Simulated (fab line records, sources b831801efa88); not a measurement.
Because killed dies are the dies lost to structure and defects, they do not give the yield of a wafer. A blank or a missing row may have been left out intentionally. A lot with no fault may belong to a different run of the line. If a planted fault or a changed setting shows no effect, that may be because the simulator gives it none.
Which tool is to blame? / flow gf180mcu / 12 lots with 35 wafers sampled at 5 steps, on a route of 602 steps

== WHAT THE GAUGES READ, wafer by wafer ==
GF_V5_BOW_MEAS_05.
lot=L433; measured=day 26 13:48; on=film-metro-04; V5_BOW (um)=128 114 119
lot=L434; measured=day 26 17:39; on=film-metro-02; V5_BOW (um)=131 129 134
lot=L435; measured=day 27 08:04; on=film-metro-02; V5_BOW (um)=144 157 152
lot=L436; measured=day 27 13:24; on=film-metro-02; V5_BOW (um)=138 134 133
lot=L437; measured=day 28 01:44; on=film-metro-02; V5_BOW (um)=121 114 125
lot=L442; measured=day 29 07:46; on=film-metro-04; V5_BOW (um)=132 119
lot=L443; measured=day 29 16:12; on=film-metro-04; V5_BOW (um)=147 125 129
lot=L444; measured=day 29 20:20; on=film-metro-02; V5_BOW (um)=130 128 113
lot=L448; measured=day 30 19:43; on=film-metro-02; V5_BOW (um)=122 129 146
lot=L449; measured=day 31 19:22; on=film-metro-04; V5_BOW (um)=135 123 154
lot=L450; measured=day 31 20:26; on=film-metro-03; V5_BOW (um)=116 124 126
lot=L455; measured=day 33 03:03; on=film-metro-03; V5_BOW (um)=142 135 139

GF_V5_RS_MEAS_24: measures by four-point-probe.
lot=L433; measured=day 27 11:04; on=film-metro-02; V5_W_RS (ohm/sq)=0.327 0.327 0.330
lot=L434; measured=day 27 14:57; on=film-metro-04; V5_W_RS (ohm/sq)=0.330 0.330 0.331
lot=L435; measured=day 28 04:34; on=film-metro-02; V5_W_RS (ohm/sq)=0.330 0.325 0.330
lot=L436; measured=day 28 10:06; on=film-metro-04; V5_W_RS (ohm/sq)=0.328 0.327 0.327
lot=L437; measured=day 28 21:55; on=film-metro-04; V5_W_RS (ohm/sq)=0.327 0.323 0.326
lot=L442; measured=day 30 03:32; on=film-metro-02; V5_W_RS (ohm/sq)=0.590 0.584
lot=L443; measured=day 30 11:58; on=film-metro-04; V5_W_RS (ohm/sq)=0.326 0.325 0.325
lot=L444; measured=day 30 15:45; on=film-metro-02; V5_W_RS (ohm/sq)=0.602 0.599 0.592
lot=L448; measured=day 31 14:23; on=film-metro-03; V5_W_RS (ohm/sq)=0.329 0.331 0.330
lot=L449; measured=day 32 13:58; on=film-metro-04; V5_W_RS (ohm/sq)=0.325 0.329 0.327
lot=L450; measured=day 32 13:59; on=film-metro-02; V5_W_RS (ohm/sq)=0.336 0.330 0.330
lot=L455; measured=day 33 19:39; on=film-metro-04; V5_W_RS (ohm/sq)=0.328 0.332 0.331

GF_V5_THK_MEAS_25: measures by xrf.
lot=L433; measured=day 27 11:10; on=film-metro-02; V5_W_THK (nm)=356 358 353
lot=L434; measured=day 27 15:02; on=film-metro-04; V5_W_THK (nm)=344 341 343
lot=L435; measured=day 28 04:41; on=film-metro-02; V5_W_THK (nm)=355 358 354
lot=L436; measured=day 28 10:13; on=film-metro-04; V5_W_THK (nm)=347 348 349
lot=L437; measured=day 28 22:02; on=film-metro-04; V5_W_THK (nm)=349 354 350
lot=L442; measured=day 30 03:38; on=film-metro-02; V5_W_THK (nm)=197 199
lot=L443; measured=day 30 12:05; on=film-metro-04; V5_W_THK (nm)=351 350 349
lot=L444; measured=day 30 15:52; on=film-metro-02; V5_W_THK (nm)=193 194 197
lot=L448; measured=day 31 14:31; on=film-metro-03; V5_W_THK (nm)=349 348 348
lot=L449; measured=day 32 14:04; on=film-metro-04; V5_W_THK (nm)=348 343 345
lot=L450; measured=day 32 14:07; on=film-metro-02; V5_W_THK (nm)=346 351 352
lot=L455; measured=day 33 19:46; on=film-metro-04; V5_W_THK (nm)=346 343 344

== WHAT TOOL EACH LOT RAN ON (gives the tool, then ch and the chambers of the sampled wafers, and finally the start) ==
lot=L433; GF_V5_CVD_02=pecvd-02 ch 0,1,2, day 26 13:12; GF_V5_CVD_23=cvd-w-01 ch 0,1, day 27 10:56
lot=L434; GF_V5_CVD_02=pecvd-02 ch 0,1,2, day 26 16:44; GF_V5_CVD_23=cvd-w-01 ch 0,1, day 27 14:49
lot=L435; GF_V5_CVD_02=pecvd-02 ch 0,1, day 27 07:35; GF_V5_CVD_23=cvd-w-02 ch 0,1, day 28 04:28
lot=L436; GF_V5_CVD_02=pecvd-02 ch 0,1,2, day 27 12:56; GF_V5_CVD_23=cvd-w-01 ch 1, day 28 09:59
lot=L437; GF_V5_CVD_02=pecvd-03 ch 1,2, day 28 01:16; GF_V5_CVD_23=cvd-w-02 ch 1, day 28 21:46
lot=L442; GF_V5_CVD_02=pecvd-02 ch 0,2, day 29 07:15; GF_V5_CVD_23=cvd-w-01 ch 0,1, day 30 03:26
lot=L443; GF_V5_CVD_02=pecvd-02 ch 0,1,2, day 29 15:43; GF_V5_CVD_23=cvd-w-02 ch 0,1, day 30 11:50
lot=L444; GF_V5_CVD_02=pecvd-03 ch 0,2, day 29 19:53; GF_V5_CVD_23=cvd-w-01 ch 0,1, day 30 15:38
lot=L448; GF_V5_CVD_02=pecvd-01 ch 1,2, day 30 19:14; GF_V5_CVD_23=cvd-w-02 ch 0,1, day 31 14:17
lot=L449; GF_V5_CVD_02=pecvd-02 ch 0,1,2, day 31 18:49; GF_V5_CVD_23=cvd-w-02 ch 0,1, day 32 13:44
lot=L450; GF_V5_CVD_02=pecvd-01 ch 0,1,2, day 31 19:58; GF_V5_CVD_23=cvd-w-02 ch 0,1, day 32 13:49
lot=L455; GF_V5_CVD_02=pecvd-03 ch 1,2, day 33 02:35; GF_V5_CVD_23=cvd-w-01 ch 0,1, day 33 19:32
- GF_V5_CVD_02: deposits SiO2 from TEOS, target thk 1450 nm, time 163.28 s.
- GF_V5_CVD_23: deposits W, target thk 350 nm, time 104.9 s.

== WHAT THE TOOLS THEMSELVES READ (means of the sampled wafers that have a number; where no wafer has one, the mark that the record gives instead) ==
GF_V5_CVD_02.
lot=L433; tool=pecvd-02; heater-power-w (W)=713
lot=L434; tool=pecvd-02; heater-power-w (W)=707
lot=L435; tool=pecvd-02; heater-power-w (W)=777
lot=L436; tool=pecvd-02; heater-power-w (W)=782
lot=L437; tool=pecvd-03; heater-power-w (W)=636
lot=L442; tool=pecvd-02; heater-power-w (W)=705
lot=L443; tool=pecvd-02; heater-power-w (W)=750
lot=L444; tool=pecvd-03; heater-power-w (W)=587
lot=L448; tool=pecvd-01; heater-power-w (W)=588
lot=L449; tool=pecvd-02; heater-power-w (W)=692
lot=L450; tool=pecvd-01; heater-power-w (W)=669
lot=L455; tool=pecvd-03; heater-power-w (W)=626

GF_V5_CVD_23.
lot=L433; tool=cvd-w-01; heater-power-w (W)=970
lot=L434; tool=cvd-w-01; heater-power-w (W)=954
lot=L435; tool=cvd-w-02; heater-power-w (W)=936
lot=L436; tool=cvd-w-01; heater-power-w (W)=1024
lot=L437; tool=cvd-w-02; heater-power-w (W)=985
lot=L442; tool=cvd-w-01; heater-power-w (W)=940
lot=L443; tool=cvd-w-02; heater-power-w (W)=948
lot=L444; tool=cvd-w-01; heater-power-w (W)=901
lot=L448; tool=cvd-w-02; heater-power-w (W)=942
lot=L449; tool=cvd-w-02; heater-power-w (W)=916
lot=L450; tool=cvd-w-02; heater-power-w (W)=916
lot=L455; tool=cvd-w-01; heater-power-w (W)=920

== THE ANSWER, worked out from the rows above alone ==
Rule: usual is defined by the lots themselves. Put in order of their means at a reading, lots are off if they are a third of the lots or fewer, leave a main group of 4 or more, and stand apart from it by a gap of 3 or more times the standard deviation of the main group's means; of several such gaps the widest counts. The tables above print the reading to a certain number of digits; a main group whose means all agree to those digits is not used. Also off: a lot with no number at a reading for which 4 or more lots have one. Any other lot the step has rows for is counted as sound. After the gauges, taken in route order, come the tools' own readings; for these a lot's mean is taken, as printed above. The first step at which some lot is off is used, and at that step the reading that is off furthest; a lot without a number counts as furthest.
Off: L442, L444, at GF_V5_RS_MEAS_24 (V5_W_RS). The main group: mean 0.328 ohm/sq, standard deviation 0.0021.
A tool fits if, at a process step before that reading, it ran every lot that is off, and no sound lot after the first of them. The gauges at GF_V5_RS_MEAS_24 are tried like those tools. No candidate that was tried fits.

== WHAT THE SIMULATOR PUT IN ==
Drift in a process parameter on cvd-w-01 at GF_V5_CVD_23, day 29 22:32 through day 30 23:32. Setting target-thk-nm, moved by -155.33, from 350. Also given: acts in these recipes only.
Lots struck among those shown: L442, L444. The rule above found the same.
